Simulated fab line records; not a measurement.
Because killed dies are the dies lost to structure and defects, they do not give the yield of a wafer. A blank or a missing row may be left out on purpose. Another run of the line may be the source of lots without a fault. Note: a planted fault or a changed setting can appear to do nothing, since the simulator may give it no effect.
A lot that was struck, set against a sound lot	flow sky130	16 out of 708 route steps
Sound: wafers L811.2, L811.3, L811.5. Struck: wafers L821.1, L821.4, L821.5. The cause is named last.
At each step with rows: each side's tool, then ch and its chambers, then its first start. Under that, the readings that differ: sound wafers	struck wafers	difference of the means	sigmas: that difference in standard deviations of wafers without a fault.
alike: same words and numbers on both sides, and readings whose means sit less than 2 such deviations apart. not compared: any withheld reading, any reading some wafer has no value for, any bound like >300 that may hide the same value, and any number with overlapping values for which the record gives no deviation.
A row with sigmas, a row that says differs or no value, or rows on one side alone: a step with any of these is where the two part. Non-overlapping numbers with no deviation appear without sigmas and do not part them. Lack of a reading on every wafer of one side parts them only where that side has two or more wafers.

SKY_LDD_HVP_TW_MEAS_10:
  struck on filmMetro-03, day 26 15:16; sound on filmMetro-03, day 23 12:50
  alike: LDD_HVP_TW
then, 7 steps without rows for these wafers: SKY_LDD_LDN_DEHYDRATE_00 (time 60 s); SKY_LDD_LDN_HMDS_01 (prime time 60 s); SKY_LDD_LDN_COAT_02 (resist thk 1140 nm); SKY_LDD_LDN_SOFTBAKE_03 (time 60 s); SKY_LDD_LDN_EXPOSE_04 (exposes mask LDNTM, target cd 700 nm); SKY_LDD_LDN_PEB_05; SKY_LDD_LDN_DEVELOP_06 (develop time 60 s).
SKY_LDD_LDN_OVL_MEAS_07:
  struck on overlay-02, day 27 20:07; sound on overlay-02, day 24 18:53
  alike: LDD_LDN_OVL
then, 3 steps without rows for these wafers: SKY_LDD_LDN_IMPLANT_08; SKY_LDD_LDN_IMPLANT_09; SKY_LDD_LDN_IMPLANT_10.
SKY_LDD_LDN_IMPLANT_11:
  sound on implanter-01 ch 0, day 24 19:23; struck on implanter-02 ch 0, day 27 20:37
reading	sound	struck	difference	sigmas
doseIonsCm2	1.2486e+13 1.2503e+13 1.2523e+13	5.559e+12 5.574e+12 5.575e+12	-6.935e+12	-99 or more
faradayCurrentUA	70.8 71.3 71.3	30.0 31.6 30.6	-40.4	-29
SKY_LDD_LDN_STRIP_12: strips in O2/N2.
  sound on plasmaAsher-02 ch 0,1, day 24 19:31; struck on plasmaAsher-02 ch 0,1, day 27 20:46
  alike: drypumpMotorCurrentA, oesProductAu, stripTimeToEndpointS
  not compared: rfHoursCounterH
SKY_LDD_LDN_TW_MEAS_13:
  struck on filmMetro-02, day 27 20:52; sound on filmMetro-04, day 24 19:37
reading	sound	struck	difference	sigmas
LDD_LDN_TW	1491 1499 1488	1401 1402 1395	-93	-8
then, 1 step without rows for these wafers: SKY_LDD_LDN_CLEAN_14 (cleans in SC1/SC2, time 150 s).

## WHERE THEY PART
First at SKY_LDD_LDN_IMPLANT_11; last, within this record, at SKY_LDD_LDN_TW_MEAS_13.

WHY: what the simulator had put in
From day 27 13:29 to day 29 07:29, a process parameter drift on implanter-02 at SKY_LDD_LDN_IMPLANT_11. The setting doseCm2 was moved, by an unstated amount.
